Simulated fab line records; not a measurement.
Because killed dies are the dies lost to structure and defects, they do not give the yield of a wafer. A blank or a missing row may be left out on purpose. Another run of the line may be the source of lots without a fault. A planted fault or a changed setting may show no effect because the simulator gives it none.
fab line records	flow sky130
record lots=6	wafers=18	last-day=50
route steps=708 shown VT_ADJUST_LVTN@117 VT_ADJUST_NCORE@119 VT_ADJUST_HVTR@131 VT_ADJUST_PCH@143 SONOS_TUNNEL@154 PAD_OPEN@708
lots with no fault: from the same line, run without faults
start-h: the number of hours between the record's first day and the start of the first shown wafer of the lot	wait-h: how many hours have passed since the lot's step before this one	" repeats the value in the row above	L1.1+2: one row covering several wafers at once	- value missing, or start not given	* or withheld: withheld	< > ~ a bound
route shown NAME@n: NAME is a module with steps in the file, n the number in the route of the first one	usual: average and standard deviation across the fault-free wafers	same: alike in all rows	chamber/n: place in a boat	sites: the reading at each site	_std_site: standard deviation across them	_edge_site: the outer-site mean with the inner-site mean subtracted	radius-mm: for every site, how far away it sits from the centre of the wafer	mask NAME#n: copy n	behind: the last tool/chamber to shape the wafer	hold: the reason the lot was held/the length of the hold in hours/how it ended	device: which transistor (n, p or np) failed to switch	end of line: the same wafers' tests at the end of the route	a step without rows: its recipe alone	killed: dies that structure and defects cost at the first sort, which is not the same as the wafer's yield	map: per-die view of a wafer (x killed, . not killed, _ where there is no die)
set.NAME: the setting that was run; set.NAME@STEP: the one run at that earlier step	model.NAME: the simulator's own value behind a step, which no gauge read
lots seen at some steps along the route; tables by step, rows by wafer
services: from which hour (start-h, from the record's first day; less than 0 if before it) a tool's chamber was out of use, for how many hours, and why
## steps
# step SKY_VT_ADJUST_LVTN_STRIP_20
# recipe chemistry=O2/N2	power-w=1400	pressure-mtorr=1500	platen-temp-c=withheld	o2-flow-sccm=3000	n2-flow-sccm=300	overash-fraction=0.5
# usual drypump-motor-current-A=5.7/0.46	oes-product-au=0.716/0.0049	strip-time-to-endpoint-s=14.19/0.039
# same overash-fraction=0.5
lot.wafer	tool	chamber	start-h	wait-h	drypump-motor-current-A	oes-product-au	rf-hours-counter-h	strip-time-to-endpoint-s
L412.2	plasma-asher-04	1	172.93	0.1	6.3	0.709	37	14.13
L412.3	"	0	"	"	5.1	0.718	-	14.23
L412.5	"	0	"	"	5.1	0.718	-	14.19
L414.3	plasma-asher-02	0	182.02	0.1	6.0	0.723	-	14.18
L414.4	"	1	"	"	6.5	0.724	-	14.18
L414.5	"	1	"	"	6.5	0.707	-	14.20
L417.2	plasma-asher-03	0	197.67	0.1	5.3	0.716	8	14.20
L417.4	"	0	"	"	5.3	0.717	-	14.20
L417.6	"	1	"	"	5.5	0.722	-	14.20
L422.2	plasma-asher-02	1	230.50	0.1	6.5	0.720	51	14.14
L422.4	"	1	"	"	6.5	0.715	-	14.13
L422.5	"	1	"	"	6.5	0.721	-	14.13
L433.3	plasma-asher-04	1	312.33	0.1	6.4	0.708	-	14.21
L433.5	"	0	"	"	5.1	0.719	-	14.21
L433.6	"	1	"	"	6.4	0.722	-	14.24
L434.3	plasma-asher-03	0	320.43	0.1	5.3	0.713	-	14.20
L434.5	"	1	"	"	5.5	0.714	-	14.23
L434.6	"	0	"	"	5.3	0.716	-	14.16
# step SKY_VT_ADJUST_LVTN_TW_MEAS_21
# usual VT_ADJUST_LVTN_2_TW=188.0/2
lot.wafer	tool	chamber	start-h	wait-h	VT_ADJUST_LVTN_2_TW
L412.2	film-metro-04	-	173.04	0.1	191.3
L412.3	"	-	"	"	191.8
L412.5	"	-	"	"	190.9
L414.3	film-metro-03	-	182.10	0.1	187.3
L414.4	"	-	"	"	188.3
L414.5	"	-	"	"	187.2
L417.2	film-metro-03	-	197.78	0.1	187.5
L417.4	"	-	"	"	187.9
L417.6	"	-	"	"	187.9
L422.2	film-metro-04	-	230.61	0.1	189.9
L422.4	"	-	"	"	190.3
L422.5	"	-	"	"	190.7
L433.3	film-metro-03	-	312.42	0.1	187.7
L433.5	"	-	"	"	189.1
L433.6	"	-	"	"	189.0
L434.3	film-metro-04	-	320.52	0.1	190.3
L434.5	"	-	"	"	190.7
L434.6	"	-	"	"	190.1
# step SKY_VT_ADJUST_NCORE_DEHYDRATE_00
# recipe temp-c=200	time-s=60
# step SKY_VT_ADJUST_NCORE_HMDS_01
# recipe prime-time-s=60	prime-temp-c=120
# step SKY_VT_ADJUST_NCORE_COAT_02
# recipe resist=NOVOLAK	spin-rpm=3000	resist-thk-nm=1140
# step SKY_VT_ADJUST_NCORE_SOFTBAKE_03
# recipe temp-c=90	time-s=60	resist=NOVOLAK
# step SKY_VT_ADJUST_NCORE_EXPOSE_04
# recipe mask-id=LVTN_COMPLEMENT_THIN	na=0.6	source-shape=conventional	sigma-outer=0.6	polarization=unpolarized	target-cd-nm=380	dose-mj=139
# step SKY_VT_ADJUST_NCORE_PEB_05
# recipe temp-c=withheld	time-s=*	resist=NOVOLAK
# step SKY_VT_ADJUST_NCORE_DEVELOP_06
# recipe resist=NOVOLAK	developer=TMAH	develop-time-s=60	dev-temp-c=23
# step SKY_VT_ADJUST_NCORE_CD_MEAS_07
# recipe target-cd-nm=380
# usual cd-nm=379.5/2.3
lot.wafer	tool	chamber	start-h	wait-h	cd-nm
L412.2	cd-sem-01	-	195.15	0.1	374.5
L412.3	"	-	"	"	376.3
L412.5	"	-	"	"	373.7
L414.3	cd-sem-02	-	204.40	0.1	377.1
L414.4	"	-	"	"	378.7
L414.5	"	-	"	"	377.2
L417.2	cd-sem-01	-	220.60	0.1	380.4
L417.4	"	-	"	"	379.4
L417.6	"	-	"	"	376.7
L422.2	cd-sem-02	-	255.35	0.1	377.7
L422.4	"	-	"	"	376.2
L422.5	"	-	"	"	379.2
L433.3	cd-sem-01	-	338.30	0.1	380.1
L433.5	"	-	"	"	381.3
L433.6	"	-	"	"	380.9
L434.3	cd-sem-01	-	347.25	0.1	379.3
L434.5	"	-	"	"	378.6
L434.6	"	-	"	"	378.0
# step SKY_VT_ADJUST_NCORE_OVL_MEAS_08
# usual VT_ADJUST_NCORE_OVL=-1.3/1.4
lot.wafer	tool	chamber	start-h	wait-h	VT_ADJUST_NCORE_OVL[nm]
L412.2	overlay-02	-	195.26	0.1	1.8
L412.3	"	-	"	"	0.1
L412.5	"	-	"	"	0.3
L414.3	overlay-02	-	204.50	0.1	-0.9
L414.4	"	-	"	"	-1.8
L414.5	"	-	"	"	-0.4
L417.2	overlay-02	-	220.71	0.1	-3.0
L417.4	"	-	"	"	-3.0
L417.6	"	-	"	"	-3.3
L422.2	overlay-01	-	255.46	0.1	-1.7
L422.4	"	-	"	"	-1.2
L422.5	"	-	"	"	-1.9
L433.3	overlay-02	-	338.39	0.1	-0.3
L433.5	"	-	"	"	1.8
L433.6	"	-	"	"	1.2
L434.3	overlay-01	-	347.34	0.1	-2.1
L434.5	"	-	"	"	-2.4
L434.6	"	-	"	"	-2.5
# step SKY_VT_ADJUST_NCORE_IMPLANT_09
# recipe species=B	energy-kev=10	dose-cm2=2.4e+12	tilt-deg=withheld
# step SKY_VT_ADJUST_NCORE_STRIP_10
# recipe chemistry=O2/N2	power-w=1400	pressure-mtorr=1500	platen-temp-c=withheld	o2-flow-sccm=3000	n2-flow-sccm=300	overash-fraction=0.5
# usual drypump-motor-current-A=5.7/0.39	oes-product-au=0.715/0.0044	strip-time-to-endpoint-s=14.18/0.039
# same overash-fraction=0.5
lot.wafer	tool	chamber	start-h	wait-h	drypump-motor-current-A	oes-product-au	rf-hours-counter-h	strip-time-to-endpoint-s
L412.2	plasma-asher-03	0	195.44	0.1	5.3	0.712	8	14.17
L412.3	"	1	"	"	5.6	0.711	-	14.15
L412.5	"	0	"	"	5.3	0.720	-	14.21
L414.3	plasma-asher-01	0	204.70	0.1	5.4	0.720	-	14.20
L414.4	"	1	"	"	6.1	0.716	-	14.25
L414.5	"	0	"	"	5.4	0.721	-	14.22
L417.2	plasma-asher-02	0	220.89	0.1	6.1	0.714	50	14.24
L417.4	"	0	"	"	6.1	0.715	-	14.23
L417.6	"	0	"	"	6.0	0.719	-	14.26
L422.2	plasma-asher-03	0	255.64	0.1	5.3	0.721	13	14.16
L422.4	"	1	"	"	5.5	0.715	-	14.18
L422.5	"	0	"	"	5.3	0.716	-	14.21
L433.3	plasma-asher-01	1	338.60	0.1	6.1	0.719	-	14.19
L433.5	"	1	"	"	6.1	0.717	-	14.22
L433.6	"	0	"	"	5.4	0.722	-	14.17
L434.3	plasma-asher-01	1	347.55	0.1	6.1	0.713	-	14.16
L434.5	"	0	"	"	5.4	0.713	-	14.20
L434.6	"	1	"	"	6.1	0.726	-	14.15
# step SKY_VT_ADJUST_NCORE_TW_MEAS_11
# usual VT_ADJUST_NCORE_TW=220.7/2.3
lot.wafer	tool	chamber	start-h	wait-h	VT_ADJUST_NCORE_TW
L412.2	film-metro-04	-	195.55	0.1	222.8
L412.3	"	-	"	"	221.5
L412.5	"	-	"	"	221.4
L414.3	film-metro-01	-	204.79	0.1	216.6
L414.4	"	-	"	"	217.8
L414.5	"	-	"	"	217.6
L417.2	film-metro-04	-	221.00	0.1	222.6
L417.4	"	-	"	"	222.6
L417.6	"	-	"	"	221.4
L422.2	film-metro-04	-	255.75	0.1	222.8
L422.4	"	-	"	"	221.7
L422.5	"	-	"	"	222.0
L433.3	film-metro-01	-	338.69	0.1	217.5
L433.5	"	-	"	"	216.4
L433.6	"	-	"	"	217.1
L434.3	film-metro-04	-	347.64	0.1	222.2
L434.5	"	-	"	"	222.2
L434.6	"	-	"	"	221.3
# step SKY_VT_ADJUST_HVTR_DEHYDRATE_00
# recipe temp-c=200	time-s=60
# step SKY_VT_ADJUST_HVTR_HMDS_01
# recipe prime-time-s=60	prime-temp-c=120
# step SKY_VT_ADJUST_HVTR_COAT_02
# recipe resist=NOVOLAK	spin-rpm=3000	resist-thk-nm=1154
# step SKY_VT_ADJUST_HVTR_SOFTBAKE_03
# recipe temp-c=90	time-s=60	resist=NOVOLAK
# step SKY_VT_ADJUST_HVTR_EXPOSE_04
# recipe mask-id=HVTRM	target-cd-nm=380	na=0.6	source-shape=conventional	sigma-outer=0.6	dose-mj=150
# step SKY_VT_ADJUST_HVTR_PEB_05
# recipe temp-c=withheld	time-s=*	resist=NOVOLAK
# step SKY_VT_ADJUST_HVTR_DEVELOP_06
# recipe develop-time-s=60	dev-temp-c=23
# step SKY_VT_ADJUST_HVTR_CD_MEAS_07
# recipe target-cd-nm=380
# usual cd-nm=380.8/2.2
lot.wafer	tool	chamber	start-h	wait-h	cd-nm
L412.2	cd-sem-01	-	217.93	0.1	384.3
L412.3	"	-	"	"	382.4
L412.5	"	-	"	"	381.2
L414.3	cd-sem-02	-	227.79	0.1	381.6
L414.4	"	-	"	"	379.6
L414.5	"	-	"	"	378.7
L417.2	cd-sem-01	-	244.45	0.1	380.2
L417.4	"	-	"	"	379.2
L417.6	"	-	"	"	380.2
L422.2	cd-sem-01	-	281.28	0.1	378.4
L422.4	"	-	"	"	378.9
L422.5	"	-	"	"	378.6
L433.3	cd-sem-01	-	366.62	0.1	381.4
L433.5	"	-	"	"	381.9
L433.6	"	-	"	"	382.3
L434.3	cd-sem-02	-	375.90	0.1	382.2
L434.5	"	-	"	"	382.7
L434.6	"	-	"	"	381.8
# step SKY_VT_ADJUST_HVTR_OVL_MEAS_08
# usual VT_ADJUST_HVTR_OVL=0.3/1.2
lot.wafer	tool	chamber	start-h	wait-h	VT_ADJUST_HVTR_OVL[nm]
L412.2	overlay-01	-	218.04	0.1	-0.7
L412.3	"	-	"	"	0.6
L412.5	"	-	"	"	-0.1
L414.3	overlay-02	-	227.88	0.1	1.0
L414.4	"	-	"	"	1.2
L414.5	"	-	"	"	0.7
L417.2	overlay-01	-	244.56	0.1	0.6
L417.4	"	-	"	"	-0.7
L417.6	"	-	"	"	-0.8
L422.2	overlay-02	-	281.39	0.1	1.2
L422.4	"	-	"	"	0.3
L422.5	"	-	"	"	-0.1
L433.3	overlay-01	-	366.71	0.1	-1.9
L433.5	"	-	"	"	1.4
L433.6	"	-	"	"	1.4
L434.3	overlay-02	-	375.99	0.1	-1.8
L434.5	"	-	"	"	0.3
L434.6	"	-	"	"	-0.8
# step SKY_VT_ADJUST_HVTR_IMPLANT_09
# recipe species=B	energy-kev=10	dose-cm2=2.1e+12	tilt-deg=withheld
# step SKY_VT_ADJUST_HVTR_STRIP_10
# recipe chemistry=O2/N2	power-w=1400	pressure-mtorr=1500	platen-temp-c=withheld	o2-flow-sccm=3000	n2-flow-sccm=300	overash-fraction=0.5
# usual drypump-motor-current-A=5.7/0.47	oes-product-au=0.716/0.0043	strip-time-to-endpoint-s=14.32/0.034
# same overash-fraction=0.5
lot.wafer	tool	chamber	start-h	wait-h	drypump-motor-current-A	oes-product-au	rf-hours-counter-h	strip-time-to-endpoint-s
L412.2	plasma-asher-01	1	218.22	0.1	6.1	0.716	52	14.33
L412.3	"	1	"	"	6.1	0.712	-	14.29
L412.5	"	1	"	"	6.1	0.714	-	14.30
L414.3	plasma-asher-04	0	228.09	0.1	5.2	0.712	-	14.33
L414.4	"	1	"	"	6.4	0.716	-	14.36
L414.5	"	0	"	"	5.1	0.719	-	14.31
L417.2	plasma-asher-01	1	244.74	0.1	6.1	0.708	55	14.29
L417.4	"	1	"	"	6.1	0.713	-	14.27
L417.6	"	1	"	"	6.1	0.717	-	14.29
L422.2	plasma-asher-04	1	281.57	0.1	6.4	0.722	48	14.31
L422.4	"	1	"	"	6.4	0.715	-	14.30
L422.5	"	1	"	"	6.3	0.722	-	14.30
L433.3	plasma-asher-04	0	366.92	0.1	5.1	0.712	-	14.32
L433.5	"	1	"	"	6.4	0.716	-	14.31
L433.6	"	0	"	"	5.1	0.713	-	14.32
L434.3	plasma-asher-04	0	376.20	0.1	5.1	0.716	-	14.29
L434.5	"	0	"	"	5.1	0.704	-	14.31
L434.6	"	1	"	"	6.4	0.727	-	14.31
# step SKY_VT_ADJUST_HVTR_TW_MEAS_11
# usual VT_ADJUST_HVTR_TW=212.0/1.5
lot.wafer	tool	chamber	start-h	wait-h	VT_ADJUST_HVTR_TW
L412.2	film-metro-04	-	218.33	0.1	213.5
L412.3	"	-	"	"	214.1
L412.5	"	-	"	"	214.6
L414.3	film-metro-03	-	228.18	0.1	210.9
L414.4	"	-	"	"	210.5
L414.5	"	-	"	"	210.7
L417.2	film-metro-02	-	244.85	0.1	213.2
L417.4	"	-	"	"	212.5
L417.6	"	-	"	"	212.7
L422.2	film-metro-02	-	281.68	0.1	213.8
L422.4	"	-	"	"	212.2
L422.5	"	-	"	"	212.9
L433.3	film-metro-03	-	367.01	0.1	209.2
L433.5	"	-	"	"	210.3
L433.6	"	-	"	"	210.5
L434.3	film-metro-02	-	376.29	0.1	212.4
L434.5	"	-	"	"	212.5
L434.6	"	-	"	"	212.7
# step SKY_VT_ADJUST_PCH_DEHYDRATE_00
# recipe temp-c=200	time-s=60
# step SKY_VT_ADJUST_PCH_HMDS_01
# recipe prime-time-s=60	prime-temp-c=120
# step SKY_VT_ADJUST_PCH_COAT_02
# recipe spin-rpm=2000	resist-thk-nm=3000
# step SKY_VT_ADJUST_PCH_SOFTBAKE_03
# recipe temp-c=110	time-s=withheld
# step SKY_VT_ADJUST_PCH_EXPOSE_04
# recipe mask-id=NWM	na=0.6	source-shape=conventional	sigma-outer=0.6	polarization=unpolarized	target-cd-nm=840	dose-mj=255
# step SKY_VT_ADJUST_PCH_PEB_05
# recipe temp-c=115	time-s=withheld
# step SKY_VT_ADJUST_PCH_DEVELOP_06
# recipe wall-angle-deg=90	developer=TMAH	develop-time-s=60	dev-temp-c=23
# step SKY_VT_ADJUST_PCH_OVL_MEAS_07
# usual VT_ADJUST_PCH_OVL=0.4/1.4
lot.wafer	tool	chamber	start-h	wait-h	VT_ADJUST_PCH_OVL[nm]
L412.2	overlay-01	-	241.54	-	-1.9
L412.3	"	-	"	"	-1.7
L412.5	"	-	"	"	-0.6
L414.3	overlay-02	-	251.94	-	-0.8
L414.4	"	-	"	"	1.8
L414.5	"	-	"	"	0.6
L417.2	overlay-01	-	270.75	-	-0.2
L417.4	"	-	"	"	0.2
L417.6	"	-	"	"	0.3
L422.2	overlay-01	-	308.09	-	3.2
L422.4	"	-	"	"	1.6
L422.5	"	-	"	"	1.2
L433.3	overlay-02	-	395.89	-	0.3
L433.5	"	-	"	"	1.8
L433.6	"	-	"	"	1.1
L434.3	overlay-02	-	405.99	-	3.0
L434.5	"	-	"	"	2.9
L434.6	"	-	"	"	1.7
# step SKY_VT_ADJUST_PCH_IMPLANT_08
# recipe species=B	energy-kev=10	dose-cm2=5.037e+11	tilt-deg=withheld
# step SKY_VT_ADJUST_PCH_STRIP_09
# recipe chemistry=O2/N2	power-w=1400	pressure-mtorr=1500	platen-temp-c=withheld	o2-flow-sccm=3000	n2-flow-sccm=300	overash-fraction=0.5
# usual drypump-motor-current-A=5.9/0.5	oes-product-au=0.723/0.0046	strip-time-to-endpoint-s=36.95/0.1
# same overash-fraction=0.5
lot.wafer	tool	chamber	start-h	wait-h	drypump-motor-current-A	oes-product-au	rf-hours-counter-h	strip-time-to-endpoint-s
L412.2	plasma-asher-02	0	241.72	0.1	6.0	0.726	53	36.82
L412.3	"	0	"	"	6.0	0.725	-	36.89
L412.5	"	0	"	"	6.0	0.720	-	36.89
L414.3	plasma-asher-01	1	252.15	0.1	6.1	0.723	-	36.84
L414.4	"	0	"	"	5.4	0.728	-	36.94
L414.5	"	0	"	"	5.4	0.723	-	36.97
L417.2	plasma-asher-02	0	270.93	0.1	6.0	0.719	55	36.96
L417.4	"	1	"	"	6.5	0.719	-	37.02
L417.6	"	0	"	"	6.1	0.734	-	36.97
L422.2	plasma-asher-02	0	308.27	0.1	6.1	0.729	59	37.10
L422.4	"	0	"	"	6.1	0.719	-	37.15
L422.5	"	0	"	"	6.1	0.720	-	37.01
L433.3	plasma-asher-04	0	396.10	0.1	5.1	0.720	-	36.99
L433.5	"	0	"	"	5.2	0.727	-	36.95
L433.6	"	1	"	"	6.3	0.720	-	36.98
L434.3	plasma-asher-01	0	406.20	0.1	5.4	0.730	-	36.99
L434.5	"	1	"	"	6.1	0.722	-	36.97
L434.6	"	0	"	"	5.4	0.722	-	36.99
# step SKY_VT_ADJUST_PCH_TW_MEAS_10
# usual VT_ADJUST_PCH_TW=142.9/1.3
lot.wafer	tool	chamber	start-h	wait-h	VT_ADJUST_PCH_TW
L412.2	film-metro-03	-	241.83	0.1	144.0
L412.3	"	-	"	"	143.0
L412.5	"	-	"	"	143.1
L414.3	film-metro-03	-	252.24	0.1	143.6
L414.4	"	-	"	"	142.9
L414.5	"	-	"	"	143.2
L417.2	film-metro-03	-	271.04	0.1	143.2
L417.4	"	-	"	"	142.7
L417.6	"	-	"	"	142.6
L422.2	film-metro-02	-	308.38	0.1	144.4
L422.4	"	-	"	"	143.9
L422.5	"	-	"	"	143.9
L433.3	film-metro-01	-	396.19	0.1	143.2
L433.5	"	-	"	"	142.8
L433.6	"	-	"	"	143.6
L434.3	film-metro-03	-	406.29	0.1	141.7
L434.5	"	-	"	"	142.4
L434.6	"	-	"	"	141.7
# step SKY_SONOS_TUNNEL_DEHYDRATE_00
# recipe temp-c=200	time-s=60
# step SKY_SONOS_TUNNEL_HMDS_01
# recipe prime-time-s=60	prime-temp-c=120
# step SKY_SONOS_TUNNEL_COAT_02
# recipe resist=NOVOLAK	spin-rpm=3000	resist-thk-nm=1140
# step SKY_SONOS_TUNNEL_SOFTBAKE_03
# recipe temp-c=90	time-s=60	resist=NOVOLAK
# step SKY_SONOS_TUNNEL_EXPOSE_04
# recipe mask-id=TUNM	na=0.6	source-shape=conventional	sigma-outer=0.6	polarization=unpolarized	target-cd-nm=410	dose-mj=136
# step SKY_PAD_OPEN_PROBE_99
# usual killed_at_M0_to_M3=44/6.3	killed_at_M4_up=3.1/1.8	killed-at-contacts=25/5.1	killed-at-front-end=15/4.1	killed-at-other=0.3/0.71	killed-dies=87/8.8	killed-open=47/6.8	killed-short=40/6.7
# same gross-dies=492	killed-at-back-side=0
lot.wafer	tool	chamber	start-h	wait-h	killed_at_M0_to_M3	killed_at_M4_up	killed-at-contacts	killed-at-front-end	killed-at-other	killed-dies	killed-open	killed-short
L433.3	prober-01	-	1197.61	0.2	35	1	24	64	0	124	50	28
L433.5	prober-01	-	1197.71	0.2	39	4	24	55	2	124	43	38
L433.6	prober-01	-	1197.76	0.2	38	1	32	24	0	95	49	46
L434.3	prober-02	-	1201.63	0.2	42	2	22	55	0	121	41	37
L434.6	prober-02	-	1201.78	0.2	41	4	21	65	0	131	48	31
# killed by level:class
L433.3 VT_ADJUST_NCORE:unspecified=46 VIA1:geometric-particle:open=12 LI_CONTACT:geometric-particle:open=8 VIA3:geometric-particle:open=6 FIELD_ISO:geometric-particle:short=5 CONTACT:geometric-particle:short=5 CONTACT:geometric-particle:open=5 VIA2:geometric-particle:open=5
L433.5 VT_ADJUST_NCORE:unspecified=41 VIA1:geometric-particle:open=12 CONTACT:geometric-particle:open=9 VIA2:geometric-particle:open=7 METAL1:geometric-particle:short=6 CONTACT:geometric-particle:short=6 FIELD_ISO:geometric-particle:open=5 LOCAL_INTERCONNECT:geometric-particle:short=5
L433.6 LOCAL_INTERCONNECT:geometric-particle:short=13 VIA1:geometric-particle:open=11 FIELD_ISO:geometric-particle:short=7 POLY_GATE:geometric-particle:open=6 LI_CONTACT:geometric-particle:open=6 CONTACT:geometric-particle:open=6 FIELD_ISO:geometric-particle:open=5 CONTACT:geometric-particle:short=5
L434.3 VT_ADJUST_NCORE:unspecified=43 VIA1:geometric-particle:open=10 CONTACT:geometric-particle:open=8 VIA3:geometric-particle:open=6 VIA3:geometric-particle:short=5 CONTACT:geometric-particle:short=5 METAL1:geometric-particle:short=5 VIA1:geometric-particle:short=4
L434.6 VT_ADJUST_NCORE:unspecified=52 VIA1:geometric-particle:open=14 VIA2:geometric-particle:open=7 CONTACT:geometric-particle:open=7 POLY_GATE:geometric-particle:short=5 LI_CONTACT:geometric-particle:open=5 CONTACT:geometric-particle:short=5 VIA2:geometric-particle:short=5
# map L433.3 (x killed, . not)
__________.........._________
________xx.xxx.xx....._______
______xxxxx...xxx....x.x_____
_____xxxxxx.....x....x...____
____xxxxxx.x..x...........___
___xxxxxxxxx.x.......xx...x__
__.xxxxxxx............xx..x._
_..xxxxxxxx..........x...xx.x
_...x.xxx.x.x.......x........
_.......x..x..x.x............
_..x..xxx....x......x......x.
_.........x..................
_..........x................x
_.x...x.x.....x............x.
_x....xx......x..........x...
__.xx.x...x.xx....x.x..x...._
___...x.......x............__
____.xx..x..x.x.......xx..___
_____...............x....____
______.......xx....x...._____
________.....x........_______
__________......x.x._________
# map L434.6 (x killed, . not)
__________......x..._________
________....x........._______
______xxxx...x.x.......x_____
_____xxxxx.x.x...........____
____xxxxxxxx.xx....x..x.x.___
___xxxxxxxxx.............x.__
__.xxxxxxxx..xx.x.........x._
_...xxxxxxx.......x.......x.x
_x..xxxxxxxx.........xx..x...
_x..x.xx.x..........x......x.
_x.....x....................x
_..x.x.....x.x.x..x........x.
_.......xx.xx.x.......xx.....
_..x..x.x..x........x...x....
_..x.......x............xx...
__..x.....x...............xx_
___..xx...x.......x.x....x.__
____..x......x.x.x.....xx.___
_____......x......xx.....____
______.........x...x...._____
________.............x_______
__________....x....x_________
## services
tool	chamber	start-h	hours	kind
plasma-asher-01	-	177.35	10.0	pm
plasma-asher-02	-	197.57	2.1	repair
plasma-asher-03	-	202.30	2.8	pm
plasma-asher-03	-	205.62	3.6	repair
plasma-asher-02	-	282.99	2.3	repair
plasma-asher-03	-	314.85	0.7	repair
plasma-asher-02	-	337.53	2.8	pm
plasma-asher-02	-	377.05	8.5	repair
plasma-asher-01	-	381.87	3.7	repair
## key
first-sign step=SKY_PAD_OPEN_PROBE_99	reading=killed-at-front-end	direction=up	sigmas=11	usual=15	struck=60
effect step=SKY_PAD_OPEN_PROBE_99	reading=killed-dies	direction=up	sigmas=4.4	usual=87	struck=125
met-at SKY_VT_ADJUST_NCORE_STRIP_10
struck-wafers L433.3,L433.5,L434.3,L434.6
tester-left-out L433,L434
onset-between 204.70 338.60
fault kind=chamber-particle-source	tool=plasma-asher-01	chamber=1	onset-h=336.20	steps=SKY_VT_ADJUST_NCORE_STRIP_10	rate-per-visit-cm2=0.78487	end-h=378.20
# tester-left-out: of these lots the tester's yield and bins aren't shown, on N5 and GAA mostly nor the transistor test; their killed dies are dies lost to structure and defects alone, not to doping, threshold or leakage, so they don't give the yield
